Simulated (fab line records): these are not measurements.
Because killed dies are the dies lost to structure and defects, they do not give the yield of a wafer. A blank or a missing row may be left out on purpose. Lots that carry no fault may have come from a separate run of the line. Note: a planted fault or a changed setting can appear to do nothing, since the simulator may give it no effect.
The tool behind it: which one? | flow sky130 | 13 lots with 39 wafers sampled at 3 steps, on a route of 708 steps

WHAT THE GAUGES READ, wafer by wafer
SKY_VIA4_BOW_MEAS_03. Usual: VIA4_BOW gives 79 um (standard deviation 8.5).
lot  | measured     | on           | VIA4_BOW (um) | flag
L562 | day 41 14:13 | filmMetro-03 | 76 80 77      | 
L563 | day 42 15:34 | filmMetro-03 | 82 64 81      | 
L564 | day 42 18:43 | filmMetro-01 | 76 72 89      | 
L566 | day 43 04:25 | filmMetro-01 | 67 69 76      | 
L567 | day 43 05:22 | filmMetro-01 | 78 84 83      | 
L568 | day 43 10:38 | filmMetro-01 | 80 88 72      | 
L569 | day 43 14:25 | filmMetro-03 | 77 74 71      | 
L571 | day 44 04:58 | filmMetro-03 | 76 57 75      | 
L572 | day 44 18:11 | filmMetro-03 | 82 92 81      | 
L574 | day 45 04:28 | filmMetro-02 | 71 79 74      | 
L582 | day 47 06:07 | filmMetro-02 | 76 61 69      | 
L583 | day 48 05:33 | filmMetro-01 | 75 77 77      | 
L584 | day 48 02:31 | filmMetro-03 | 80 72 99      | 

TOOL THAT RAN EACH LOT (tool first, then ch and the chambers of the sampled wafers, then the start)
lot  | SKY_POLY_GATE_ETCH_17           | SKY_CAP2M_SPUTTER_02
L562 | rieSi-02 ch 0,3, day 16 05:10   | pvdSputter-03, day 39 11:32
L563 | rieSi-01 ch 0,1,2, day 16 19:37 | pvdSputter-04, day 40 14:57
L564 | rieSi-01 ch 0,2,3, day 17 00:22 | pvdSputter-03, day 40 17:18
L566 | rieSi-01 ch 0,1,2, day 17 21:43 | pvdSputter-03, day 41 03:02
L567 | rieSi-01 ch 0,1,2, day 18 05:55 | pvdSputter-04, day 41 04:13
L568 | rieSi-01 ch 0,3, day 18 11:11   | pvdSputter-04, day 41 10:52
L569 | rieSi-01 ch 0,2,3, day 18 13:28 | pvdSputter-03, day 41 14:06
L571 | rieSi-01 ch 0,1,2, day 19 12:34 | pvdSputter-02, day 42 05:07
L572 | rieSi-01 ch 0,3, day 20 02:47   | pvdSputter-02, day 42 19:20
L574 | rieSi-01 ch 0,3, day 21 01:10   | pvdSputter-03, day 43 06:30
L582 | rieSi-01 ch 0,1,3, day 23 22:58 | pvdSputter-03, day 45 09:41
L583 | rieSi-02 ch 0,3, day 25 05:20   | pvdSputter-03, day 46 12:21
L584 | rieSi-01 ch 0,2,3, day 25 05:41 | pvdSputter-02, day 46 09:24
- SKY_POLY_GATE_ETCH_17: etches poly-Si in HBr/Cl2, stops on SiO2, target depth 180 nm, time 70.5 s.
- SKY_CAP2M_SPUTTER_02: material TiN, target thk 200 nm, time 166.7 s.

WHAT THE TOOLS THEMSELVES READ (means of the sampled wafers that have a number; where no wafer has one, the mark that the record gives instead)
SKY_POLY_GATE_ETCH_17. Usual: drypumpMotorCurrentA 5.7 A, standard deviation 0.49; mfcCl2Sccm 49.99 sccm, standard deviation 0.13; oesProductAu 0.985 a.u., standard deviation 0.0063; throttleValvePct 33.684 %, standard deviation 0.0093.
lot  | tool     | drypumpMotorCurrentA (A) | mfcCl2Sccm (sccm) | oesProductAu (a.u.) | throttleValvePct (%) | flag
L562 | rieSi-02 | 5.6                      | 49.94             | 0.990               | 33.682               | 
L563 | rieSi-01 | 5.8                      | 50.05             | 0.983               | 33.678               | 
L564 | rieSi-01 | 5.7                      | 49.90             | 0.984               | 33.676               | 
L566 | rieSi-01 | 5.8                      | 50.02             | 0.983               | 33.691               | 
L567 | rieSi-01 | 5.8                      | 49.90             | 0.982               | 33.683               | 
L568 | rieSi-01 | 5.7                      | 50.01             | 0.978               | 33.695               | 
L569 | rieSi-01 | 5.6                      | 50.03             | 0.983               | 33.688               | 
L571 | rieSi-01 | 5.8                      | 49.98             | 0.981               | 33.684               | 
L572 | rieSi-01 | 6.1                      | 50.15             | 0.983               | 33.671               | 
L574 | rieSi-01 | 5.7                      | 50.00             | 0.991               | 33.685               | 
L582 | rieSi-01 | 5.9                      | 49.85             | 0.991               | 33.681               | 
L583 | rieSi-02 | 5.4                      | 50.12             | 0.986               | 33.684               | 
L584 | rieSi-01 | 5.6                      | 49.86             | 0.987               | 33.682               | 

SKY_CAP2M_SPUTTER_02. Usual: throttleValvePct at 30.1 %, with a standard deviation of 0.92.
lot  | tool          | throttleValvePct (%) | flag
L562 | pvdSputter-03 | 30.1                 | 
L563 | pvdSputter-04 | 30.2                 | 
L564 | pvdSputter-03 | 30.3                 | 
L566 | pvdSputter-03 | 29.3                 | 
L567 | pvdSputter-04 | 30.1                 | 
L568 | pvdSputter-04 | 30.1                 | 
L569 | pvdSputter-03 | 29.7                 | 
L571 | pvdSputter-02 | 31.0                 | 
L572 | pvdSputter-02 | 30.7                 | 
L574 | pvdSputter-03 | 29.5                 | 
L582 | pvdSputter-03 | 29.7                 | 
L583 | pvdSputter-03 | 29.9                 | 
L584 | pvdSputter-02 | 31.0                 | 

THE ANSWER, worked out from the rows above alone
Rule: a lot counts as off when the mean over its wafers that have a number is more than 3 standard deviations away from the usual mean. A lot without any number at a reading at which 4 lots or more have one is off too. All remaining lots with rows at the step are treated as sound. After the gauges, taken in route order, come the tools' own readings; for these a lot's mean is taken, as printed above. The first step at which some lot is off is used, and at that step the reading that is off furthest; a lot without a number counts as furthest.
No lot is off on any of the readings shown, so nothing can be concluded from this.

WHAT THE SIMULATOR PUT IN
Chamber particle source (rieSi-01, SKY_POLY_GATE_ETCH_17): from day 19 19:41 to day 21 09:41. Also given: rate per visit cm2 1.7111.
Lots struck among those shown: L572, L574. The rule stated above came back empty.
